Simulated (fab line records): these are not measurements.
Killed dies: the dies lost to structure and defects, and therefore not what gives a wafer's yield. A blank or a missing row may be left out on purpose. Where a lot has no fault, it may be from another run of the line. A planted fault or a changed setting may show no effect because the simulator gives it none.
fab line records	flow sky130	part 1 of 2: steps 1 to 29 of 39
record lots=5	wafers=15	last-day=50
route steps=708 shown METAL1@447 VIA1@458 METAL2@483
lots that met no fault: taken from a fault-free run of the same line
start-h: start of the lot's first displayed wafer, in hours after the record's first day	wait-h: hours since the lot's step before	" identical to the entry in the row above	L1.1+2: a single row standing in for several wafers	- no value present, or no start provided	* or withheld: withheld	< > ~ a bound
route shown NAME@n: names a module that has steps shown in the file, with the first one's number in the route	usual: mean and standard deviation over wafers with no fault	same: alike in all rows	chamber/n: place in a boat	sites: each site's reading	_std_site: the standard deviation of these	_edge_site: mean of outer sites minus mean of inner sites	radius-mm: for every site, how far away it sits from the centre of the wafer	mask NAME#n: copy n	behind: tool/chamber where the wafer was last shaped	hold: the reason the lot was held/the length of the hold in hours/how it ended	device: whichever transistor did not switch (one of n, p or np)	end of line: at the end of the route, the tests of the same wafers	for a step that has no rows: nothing shown but its recipe	killed: dies lost to structure and defects at the first sort, not the wafer's yield	map: a wafer's dies, marking killed ones x, the rest . and places with no die _
set.NAME: the setting that was run; set.NAME@STEP: the one run at that earlier step	model.NAME: the simulator's own value behind a step, which no gauge read
a table for each step, a row for each wafer; lots at some steps of the route
services: when a tool's chamber went out of use (start-h, in hours from the record's first day, below 0 if earlier), for how many hours, and the reason
## steps
# step SKY_METAL1_PEB_13
# recipe peb-temp-c=withheld	peb-time-s=withheld	resist=KrF-thick
lot.wafer	tool	chamber	start-h	wait-h
L075.3+4+5	litho-track-01	0	-	-
L078.2+4+5	litho-track-01	0	-	-
L082.1+2+3	litho-track-01	0	-	-
L087.2+5+6	litho-track-01	0	-	-
L096.2+3+5	litho-track-03	0	-	-
# step SKY_METAL1_DEVELOP_14
# recipe develop-time-s=60	resist=KrF-thick	dev-temp-c=21
lot.wafer	tool	chamber	start-h	wait-h
L075.3+4+5	litho-track-01	0	-	-
L078.2+4+5	litho-track-01	0	-	-
L082.1+2+3	litho-track-01	0	-	-
L087.2+5+6	litho-track-01	0	-	-
L096.2+3+5	litho-track-03	0	-	-
# step SKY_METAL1_CD_MEAS_15
# recipe target-cd-nm=140
# usual cd-nm=140.0/1.7
lot.wafer	tool	chamber	start-h	wait-h	cd-nm
L075.3	cd-sem-01	-	770.46	-	138.1
L075.4	"	-	"	"	139.9
L075.5	"	-	"	"	137.5
L078.2	cd-sem-01	-	804.39	-	138.8
L078.4	"	-	"	"	137.6
L078.5	"	-	"	"	138.8
L082.1	cd-sem-01	-	824.22	-	140.6
L082.2	"	-	"	"	141.0
L082.3	"	-	"	"	141.6
L087.2	cd-sem-01	-	868.84	-	143.6
L087.5	"	-	"	"	143.9
L087.6	"	-	"	"	142.1
L096.2	cd-sem-02	-	924.61	-	141.7
L096.3	"	-	"	"	141.9
L096.5	"	-	"	"	143.0
# step SKY_METAL1_OVL_MEAS_16
# usual METAL1_OVL=1/5.9
lot.wafer	tool	chamber	start-h	wait-h	METAL1_OVL[nm]
L075.3	overlay-01	-	770.55	0.1	-4
L075.4	"	-	"	"	10
L075.5	"	-	"	"	0
L078.2	overlay-01	-	804.50	0.1	4
L078.4	"	-	"	"	6
L078.5	"	-	"	"	7
L082.1	overlay-01	-	824.34	0.1	-1
L082.2	"	-	"	"	-4
L082.3	"	-	"	"	-4
L087.2	overlay-02	-	868.97	0.1	2
L087.5	"	-	"	"	-2
L087.6	"	-	"	"	0
L096.2	overlay-01	-	924.72	0.1	-1
L096.3	"	-	"	"	5
L096.5	"	-	"	"	-3
# step SKY_METAL1_DESCUM_17
# recipe chemistry=O2	source-power-w=150	bias-power-w=0	pressure-mtorr=10	temp-c=40	time-s=8
# usual drypump-motor-current-A=5.8/0.5	oes-product-au=0.996/0.014
lot.wafer	tool	chamber	start-h	wait-h	drypump-motor-current-A	oes-product-au	rf-hours-counter-h
L075.3	rie-metal-02	0	770.59	0.0	5.7	1.017	-
L075.4	"	1	"	"	5.3	0.985	-
L075.5	"	0	"	"	5.7	1.012	-
L078.2	rie-metal-03	0	804.53	0.0	6.5	0.993	1
L078.4	"	1	"	"	5.9	0.980	-
L078.5	"	0	"	"	6.5	0.993	-
L082.1	rie-metal-03	0	824.38	0.0	6.5	0.993	2
L082.2	"	1	"	"	6.1	0.974	7
L082.3	"	1	"	"	6.0	0.966	-
L087.2	rie-metal-02	0	869.00	0.0	5.7	1.013	13
L087.5	"	0	"	"	5.7	1.025	-
L087.6	"	1	"	"	5.3	0.979	-
L096.2	rie-metal-02	1	924.75	0.0	5.3	0.979	6
L096.3	"	1	"	"	5.3	0.988	-
L096.5	"	0	"	"	5.8	1.012	-
# step SKY_METAL1_ETCH_18
# recipe chemistry=N2/H2	target=BARC	ion-energy-ev=200	bias-w=100	pressure-mtorr=30	n2-flow-sccm=100	h2-flow-sccm=200	icp-w=500	stop-on=SiO2	time-s=45.9	target-depth-a=600
# usual drypump-motor-current-A=5.9/0.5	oes-product-au=0.855/0.005	throttle-valve-pct=13.224/0.0092
lot.wafer	tool	chamber	start-h	wait-h	drypump-motor-current-A	oes-product-au	rf-hours-counter-h	throttle-valve-pct
L075.3	rie-metal-02	0	770.63	0.0	5.8	0.855	-	13.235
L075.4	"	1	"	"	5.3	0.863	-	13.211
L075.5	"	0	"	"	5.7	0.849	-	13.214
L078.2	rie-metal-03	0	804.56	0.0	6.5	0.864	1	13.222
L078.4	"	1	"	"	6.0	0.859	-	13.218
L078.5	"	0	"	"	6.5	0.855	-	13.233
L082.1	rie-metal-03	0	824.41	0.0	6.5	0.863	2	13.224
L082.2	"	1	"	"	6.0	0.855	7	13.230
L082.3	"	1	"	"	6.0	0.859	-	13.220
L087.2	rie-metal-02	0	869.03	0.0	5.8	0.858	13	13.232
L087.5	"	0	"	"	5.7	0.860	-	13.202
L087.6	"	1	"	"	5.3	0.853	-	13.227
L096.2	rie-metal-02	1	924.78	0.0	5.3	0.857	6	13.222
L096.3	"	1	"	"	5.3	0.855	-	13.236
L096.5	"	0	"	"	5.7	0.855	-	13.210
# step SKY_METAL1_METAL_ETCH_19
# recipe target-depth-a=3600	stop-on=SiO2	over-etch-frac=0.3	time-s=78	chemistry=Cl2/BCl3	resist-sidewall-deg=88	pressure-mtorr=10	icp-w=900	bias-w=48.5	Cl2_flow_sccm=60	bcl3-flow-sccm=30
# usual drypump-motor-current-A=5.8/0.5	oes-product-au=0.853/0.0058	throttle-valve-pct=22.264/0.0098
lot.wafer	tool	chamber	start-h	wait-h	drypump-motor-current-A	oes-product-au	rf-hours-counter-h	throttle-valve-pct
L075.3	rie-metal-02	0	770.70	0.1	5.8	0.856	-	22.266
L075.4	"	1	"	"	5.3	0.849	-	22.249
L075.5	"	0	"	"	5.7	0.863	-	22.242
L078.2	rie-metal-03	0	804.62	0.0	6.5	0.853	1	22.263
L078.4	"	1	"	"	6.0	0.848	-	22.275
L078.5	"	0	"	"	6.5	0.851	-	22.256
L082.1	rie-metal-03	0	824.47	0.0	6.5	0.859	2	22.266
L082.2	"	1	"	"	6.0	0.861	7	22.277
L082.3	"	1	"	"	6.0	0.851	-	22.268
L087.2	rie-metal-02	0	869.09	0.0	5.8	0.849	13	22.280
L087.5	"	0	"	"	5.8	0.848	-	22.272
L087.6	"	1	"	"	5.3	0.854	-	22.267
L096.2	rie-metal-02	1	924.84	0.0	5.3	0.847	6	22.267
L096.3	"	1	"	"	5.3	0.846	-	22.260
L096.5	"	0	"	"	5.7	0.857	-	22.271
# step SKY_METAL1_STRIP_20
# recipe chemistry=O2/N2	power-w=1400	pressure-mtorr=1500	platen-temp-c=withheld	o2-flow-sccm=3000	n2-flow-sccm=300	overash-fraction=0.5
# usual drypump-motor-current-A=6.06/0.2	oes-product-au=0.344/0.0048	strip-time-to-endpoint-s=2.72/0.065
lot.wafer	tool	chamber	start-h	wait-h	drypump-motor-current-A	oes-product-au	rf-hours-counter-h	strip-time-to-endpoint-s
L075.3	plasma-asher-04	1	770.80	0.1	5.67	0.339	-	2.65
L075.4	"	0	"	"	6.09	0.347	-	2.78
L075.5	"	1	"	"	5.67	0.343	-	2.67
L078.2	plasma-asher-04	1	804.71	0.1	5.66	0.350	71	2.74
L078.4	"	0	"	"	6.08	0.349	-	2.78
L078.5	"	1	"	"	5.65	0.350	-	2.72
L082.1	plasma-asher-02	0	824.56	0.1	6.01	0.346	9	2.79
L082.2	"	1	"	"	6.23	0.353	9	2.87
L082.3	"	1	"	"	6.25	0.350	-	2.82
L087.2	plasma-asher-02	1	869.18	0.1	6.24	0.342	14	2.68
L087.5	"	1	"	"	6.26	0.343	-	2.66
L087.6	"	0	"	"	6.01	0.344	-	2.80
L096.2	plasma-asher-02	1	924.93	0.1	6.25	0.357	19	2.77
L096.3	"	1	"	"	6.24	0.344	-	2.79
L096.5	"	0	"	"	5.99	0.340	-	2.66
# step SKY_METAL1_STRIP_21
# recipe chemistry=post-etch-residue-remover	time-s=1200	temp-c=72.5
# usual bath-guard-temp-C=72.4/0.45
lot.wafer	tool	chamber	start-h	wait-h	bath-guard-temp-C
L075.3	wet-bench-04	2	770.86	0.0	72.5
L075.4	"	2	"	"	71.9
L075.5	"	2	"	"	72.1
L078.2	wet-bench-01	3	804.81	0.1	72.0
L078.4	"	3	"	"	71.8
L078.5	"	3	"	"	72.1
L082.1	wet-bench-02	0	824.66	0.1	73.6
L082.2	"	0	"	"	73.0
L082.3	"	0	"	"	73.3
L087.2	wet-bench-04	2	869.28	0.1	72.7
L087.5	"	2	"	"	72.6
L087.6	"	2	"	"	72.3
L096.2	wet-bench-02	2	925.03	0.1	71.8
L096.3	"	2	"	"	72.3
L096.5	"	2	"	"	71.9
# step SKY_METAL1_CLEAN_22
# recipe chemistry=IPA	time-s=180	temp-c=25
lot.wafer	tool	chamber	start-h	wait-h
L075.3+4+5	wet-bench-01	2	771.20	0.0
L078.2+4+5	wet-bench-04	2	805.15	0.0
L082.1+2+3	wet-bench-01	3	825.00	0.0
L087.2+5+6	wet-bench-01	2	869.63	0.0
L096.2+3+5	wet-bench-01	2	925.40	0.0
# step SKY_METAL1_CLEAN_23
# recipe chemistry=O3/DIW	dry=n2-spin
lot.wafer	tool	chamber	start-h	wait-h
L075.3+4+5	wet-bench-04	0	771.26	0.0
L078.2+4+5	wet-bench-02	1	805.21	0.0
L082.1+2+3	wet-bench-02	2	825.07	0.0
L087.2+5+6	wet-bench-04	1	869.68	0.0
L096.2+3+5	wet-bench-02	0	925.46	0.0
# step SKY_VIA1_HDPCVD_00
# recipe material=SiO2	target-thk-nm=1030	sigma-open-frac=0.3	time-s=171.7	temp-c=400	sih4-flow-sccm=60	pressure-mtorr=6
lot.wafer	tool	chamber	start-h	wait-h
L075.3+4+5	hdpcvd-02	0,2,0	771.35	0.0
L078.2+4+5	hdpcvd-01	2,2,0	805.30	0.0
L082.1+2+3	hdpcvd-02	1,0,2	825.16	0.0
L087.2+5+6	hdpcvd-02	2,1,0	869.78	0.0
L096.2+3+5	hdpcvd-01	0,1,2	925.56	0.0
# step SKY_VIA1_THK_MEAS_01
# recipe reads=SiO2_of_VIA1_HDPCVD_00
# usual VIA1_HDPCVD_THK=1032/12
lot.wafer	tool	chamber	start-h	wait-h	VIA1_HDPCVD_THK[nm]
L075.3	film-metro-02	-	771.49	0.1	1012
L075.4	"	-	"	"	1028
L075.5	"	-	"	"	1019
L078.2	film-metro-03	-	805.43	0.1	1028
L078.4	"	-	"	"	1029
L078.5	"	-	"	"	1035
L082.1	film-metro-04	-	825.27	0.1	1039
L082.2	"	-	"	"	1036
L082.3	"	-	"	"	1040
L087.2	film-metro-03	-	869.90	0.1	1039
L087.5	"	-	"	"	1035
L087.6	"	-	"	"	1019
L096.2	film-metro-03	-	925.68	0.1	1058
L096.3	"	-	"	"	1042
L096.5	"	-	"	"	1039
# step SKY_VIA1_CMP_02
# recipe material=SiO2	down-force-psi=4	platen-rpm=60	pad-velocity-m-s=0.94248
# usual edge-zone-pressure-frac=1.000/0.0053	motor-current-A=12.2/0.96
lot.wafer	tool	chamber	start-h	wait-h	edge-zone-pressure-frac	motor-current-A
L075.3	cmp-01	1	771.53	0.0	1.002	13.5
L075.4	"	2	"	"	0.996	13.0
L075.5	"	1	"	"	1.007	13.0
L078.2	cmp-01	2	805.48	0.0	1.004	12.8
L078.4	"	3	"	"	0.995	12.8
L078.5	"	3	"	"	0.996	12.6
L082.2	cmp-01	2	825.33	0.0	1.005	13.1
L082.3	"	3	"	"	1.001	12.1
L082.1	"	1	"	"	1.000	13.0
L087.2	cmp-01	2	870.02	0.1	0.991	13.5
L087.5	"	1	"	"	1.003	12.6
L087.6	"	2	"	"	0.990	12.7
L096.3	cmp-01	1	925.73	0.0	0.996	12.7
L096.2	"	2	"	"	1.003	12.6
L096.5	"	2	"	"	1.009	12.9
# step SKY_VIA1_BOW_MEAS_03
# recipe mode=bow
# usual VIA1_BOW=82/6.8
lot.wafer	tool	chamber	start-h	wait-h	VIA1_BOW[um]
L075.3	film-metro-03	-	771.87	0.3	90
L075.4	"	-	"	"	80
L075.5	"	-	"	"	81
L078.2	film-metro-04	-	805.80	0.3	75
L078.4	"	-	"	"	79
L078.5	"	-	"	"	85
L082.1	film-metro-03	-	825.63	0.1	68
L082.2	"	-	"	"	68
L082.3	"	-	"	"	85
L087.2	film-metro-02	-	870.29	0.2	75
L087.5	"	-	"	"	87
L087.6	"	-	"	"	67
L096.2	film-metro-03	-	926.05	0.2	89
L096.3	"	-	"	"	74
L096.5	"	-	"	"	83
# step SKY_VIA1_DEHYDRATE_04
# recipe temp-c=200	time-s=60
lot.wafer	tool	chamber	start-h	wait-h
L075.3+4+5	litho-track-01	0	785.27	13.4
L078.2+4+5	litho-track-02	0	818.53	12.7
L082.1+2+3	litho-track-04	0	838.83	13.2
L087.2+5+6	litho-track-04	0	882.70	12.4
L096.2+3+5	litho-track-04	0	937.60	11.5
# step SKY_VIA1_HMDS_05
# recipe prime-time-s=60	prime-temp-c=120
lot.wafer	tool	chamber	start-h	wait-h
L075.3+4+5	litho-track-01	0	785.42	0.1
L078.2+4+5	litho-track-02	0	818.68	0.1
L082.1+2+3	litho-track-04	0	838.98	0.1
L087.2+5+6	litho-track-04	0	882.85	0.1
L096.2+3+5	litho-track-04	0	937.75	0.1
# step SKY_VIA1_COAT_06
# recipe resist=BARC	temp-c=withheld	time-s=withheld	spin-rpm=3000	resist-thk-nm=60
lot.wafer	tool	chamber	start-h	wait-h
L075.3+4+5	litho-track-01	0	785.57	0.1
L078.2+4+5	litho-track-02	0	818.83	0.1
L082.1+2+3	litho-track-04	0	839.13	0.1
L087.2+5+6	litho-track-04	0	883.00	0.1
L096.2+3+5	litho-track-04	0	937.90	0.1
# step SKY_VIA1_COAT_07
# recipe resist=KrF-thick	spin-rpm=3000	resist-thk-nm=450
lot.wafer	tool	chamber	start-h	wait-h
L075.3+4+5	litho-track-01	0	-	-
L078.2+4+5	litho-track-02	0	-	-
L082.1+2+3	litho-track-04	0	-	-
L087.2+5+6	litho-track-04	0	-	-
L096.2+3+5	litho-track-04	0	-	-
# step SKY_VIA1_SOFTBAKE_08
# recipe temp-c=100	time-s=90	resist=KrF-thick
lot.wafer	tool	chamber	start-h	wait-h
L075.3+4+5	litho-track-01	0	-	-
L078.2+4+5	litho-track-02	0	-	-
L082.1+2+3	litho-track-04	0	-	-
L087.2+5+6	litho-track-04	0	-	-
L096.2+3+5	litho-track-04	0	-	-
# step SKY_VIA1_EXPOSE_09
# recipe mask-id=VIM	na=0.8	source-shape=annular	sigma-inner=0.55	sigma-outer=0.85	target-cd-nm=150	dose-mj=38
# same na=0.8
lot.wafer	tool	chamber	start-h	wait-h	mask
L075.3+4+5	krf-scanner-02	0	-	-	VIM#0
L078.2+4+5	krf-scanner-01	0	-	-	VIM#0
L082.1+2+3	krf-scanner-01	0	-	-	VIM#0
L087.2+5+6	krf-scanner-01	0	-	-	VIM#0
L096.2+3+5	krf-scanner-01	0	-	-	VIM#0
# step SKY_VIA1_PEB_10
# recipe peb-temp-c=withheld	peb-time-s=withheld	resist=KrF-thick
lot.wafer	tool	chamber	start-h	wait-h
L075.3+4+5	litho-track-01	0	-	-
L078.2+4+5	litho-track-01	0	-	-
L082.1+2+3	litho-track-01	0	-	-
L087.2+5+6	litho-track-02	0	-	-
L096.2+3+5	litho-track-02	0	-	-
# step SKY_VIA1_DEVELOP_11
# recipe develop-time-s=60	resist=KrF-thick	dev-temp-c=21
lot.wafer	tool	chamber	start-h	wait-h
L075.3+4+5	litho-track-01	0	-	-
L078.2+4+5	litho-track-01	0	-	-
L082.1+2+3	litho-track-01	0	-	-
L087.2+5+6	litho-track-02	0	-	-
L096.2+3+5	litho-track-02	0	-	-
# step SKY_VIA1_CD_MEAS_12
# recipe target-cd-nm=150
# usual cd-nm=149.5/1.8
lot.wafer	tool	chamber	start-h	wait-h	cd-nm
L075.3	cd-sem-02	-	798.81	-	149.8
L075.4	"	-	"	"	149.8
L075.5	"	-	"	"	149.9
L078.2	cd-sem-02	-	832.59	-	150.8
L078.4	"	-	"	"	151.5
L078.5	"	-	"	"	152.5
L082.1	cd-sem-01	-	852.02	-	147.3
L082.2	"	-	"	"	147.7
L082.3	"	-	"	"	146.4
L087.2	cd-sem-02	-	896.53	-	149.2
L087.5	"	-	"	"	150.3
L087.6	"	-	"	"	149.6
L096.2	cd-sem-01	-	950.33	-	151.5
L096.3	"	-	"	"	151.7
L096.5	"	-	"	"	152.8
# step SKY_VIA1_OVL_MEAS_13
# usual VIA1_OVL=4/5.1
lot.wafer	tool	chamber	start-h	wait-h	VIA1_OVL[nm]
L075.3	overlay-01	-	798.90	0.1	2
L075.4	"	-	"	"	7
L075.5	"	-	"	"	7
L078.2	overlay-02	-	832.70	0.1	-3
L078.4	"	-	"	"	-8
L078.5	"	-	"	"	6
L082.1	overlay-02	-	852.14	0.1	19
L082.2	"	-	"	"	6
L082.3	"	-	"	"	14
L087.2	overlay-01	-	896.64	0.1	-1
L087.5	"	-	"	"	8
L087.6	"	-	"	"	4
L096.2	overlay-01	-	950.44	0.1	-1
L096.3	"	-	"	"	13
L096.5	"	-	"	"	14
# step SKY_VIA1_ETCH_14
# recipe chemistry=N2/H2	target=BARC	ion-energy-ev=200	source-w=500	bias-w=100	pressure-mtorr=30	n2-flow-sccm=100	h2-flow-sccm=200	stop-on=SiO2	time-s=45.9	target-depth-a=600
# usual drypump-motor-current-A=5.5/0.48	oes-product-au=0.856/0.0046	throttle-valve-pct=13.224/0.01
lot.wafer	tool	chamber	start-h	wait-h	drypump-motor-current-A	oes-product-au	rf-hours-counter-h	throttle-valve-pct
L075.3	rie-diel-02	3	798.93	0.0	5.3	0.863	6	13.216
L075.4	"	0	"	"	6.3	0.859	13	13.242
L075.5	"	3	"	"	5.3	0.864	-	13.223
L078.2	rie-diel-03	0	832.73	0.0	5.2	0.862	4	13.219
L078.4	"	1	"	"	6.2	0.854	16	13.221
L078.5	"	2	"	"	4.9	0.857	-	13.229
L082.1	rie-diel-02	0	852.18	0.0	6.3	0.849	15	13.229
L082.2	"	2	"	"	6.0	0.853	2	13.229
L082.3	"	3	"	"	5.3	0.855	8	13.231
L087.2	rie-diel-01	2	896.67	0.0	5.9	0.858	2	13.222
L087.5	"	0	"	"	5.1	0.853	-	13.236
L087.6	"	3	"	"	5.2	0.858	-	13.215
L096.2	rie-diel-03	1	950.47	0.0	6.2	0.857	21	13.214
L096.3	"	2	"	"	4.8	0.849	2	13.255
L096.5	"	3	"	"	4.7	0.854	-	13.219
# step SKY_VIA1_ETCH_15
# recipe target=SiO2	chemistry=C4F8/O2/Ar	target-depth-nm=351	stop-on=TiN	mask-material=KrF-thick	source-w=1500	bias-w=1200	pressure-mtorr=40	c4f8-flow-sccm=withheld	O2_flow_sccm=6	Ar_flow_sccm=300	time-s=54
# usual oes-product-au=0.981/0.0053
lot.wafer	tool	chamber	start-h	wait-h	oes-product-au	rf-hours-counter-h
L075.3	rie-diel-02	3	798.97	0.0	0.982	6
L075.4	"	0	"	"	0.980	13
L075.5	"	3	"	"	0.986	-
L078.2	rie-diel-03	0	832.77	0.0	0.975	4
L078.4	"	1	"	"	0.981	16
L078.5	"	2	"	"	0.984	-
L082.1	rie-diel-02	0	852.22	0.0	0.973	15
L082.2	"	2	"	"	0.988	2
L082.3	"	3	"	"	0.990	8
L087.2	rie-diel-01	2	896.71	0.0	0.982	2
L087.5	"	0	"	"	0.980	-
L087.6	"	3	"	"	0.976	-
L096.2	rie-diel-03	1	950.51	0.0	0.990	21
L096.3	"	2	"	"	0.979	2
L096.5	"	3	"	"	0.992	-
# step SKY_VIA1_STRIP_16
# recipe chemistry=O2/N2	power-w=1400	pressure-mtorr=1500	platen-temp-c=withheld	o2-flow-sccm=3000	n2-flow-sccm=300	overash-fraction=0.5
# usual drypump-motor-current-A=5.95/0.25	oes-product-au=0.415/0.0044	strip-time-to-endpoint-s=4.46/0.03
lot.wafer	tool	chamber	start-h	wait-h	drypump-motor-current-A	oes-product-au	rf-hours-counter-h	strip-time-to-endpoint-s
L075.3	plasma-asher-03	0	799.05	0.1	6.14	0.419	-	4.39
L075.4	"	1	"	"	5.49	0.424	-	4.47
L075.5	"	1	"	"	5.50	0.417	-	4.42
L078.2	plasma-asher-01	1	832.82	0.0	6.23	0.413	94	4.49
L078.4	"	0	"	"	6.11	0.416	-	4.47
L078.5	"	0	"	"	6.13	0.420	-	4.47
L082.1	plasma-asher-03	0	852.27	0.0	6.18	0.414	43	4.52
L082.2	"	1	"	"	5.50	0.418	43	4.46
L082.3	"	1	"	"	5.49	0.408	-	4.44
L087.2	plasma-asher-03	0	896.75	0.0	6.13	0.416	47	4.50
L087.5	"	0	"	"	6.15	0.431	-	4.51
L087.6	"	1	"	"	5.49	0.414	-	4.52
L096.2	plasma-asher-04	0	950.55	0.0	6.09	0.412	85	4.46
L096.3	"	0	"	"	6.10	0.417	-	4.47
L096.5	"	1	"	"	5.65	0.406	-	4.42
# step SKY_VIA1_STRIP_17
# recipe chemistry=post-etch-residue-remover	time-s=1200	temp-c=72.5
# usual bath-guard-temp-C=72.5/0.55
lot.wafer	tool	chamber	start-h	wait-h	bath-guard-temp-C
L075.3	wet-bench-03	0	799.12	0.0	72.1
L075.4	"	0	"	"	72.1
L075.5	"	0	"	"	71.9
L078.2	wet-bench-01	0	832.92	0.1	72.2
L078.4	"	0	"	"	71.9
L078.5	"	0	"	"	72.2
L082.1	wet-bench-02	2	852.37	0.1	72.1
L082.2	"	2	"	"	72.0
L082.3	"	2	"	"	72.0
L087.2	wet-bench-02	0	896.88	0.1	73.5
L087.5	"	0	"	"	73.3
L087.6	"	0	"	"	73.4
L096.2	wet-bench-01	1	950.65	0.1	72.3
L096.3	"	1	"	"	72.3
L096.5	"	1	"	"	72.3
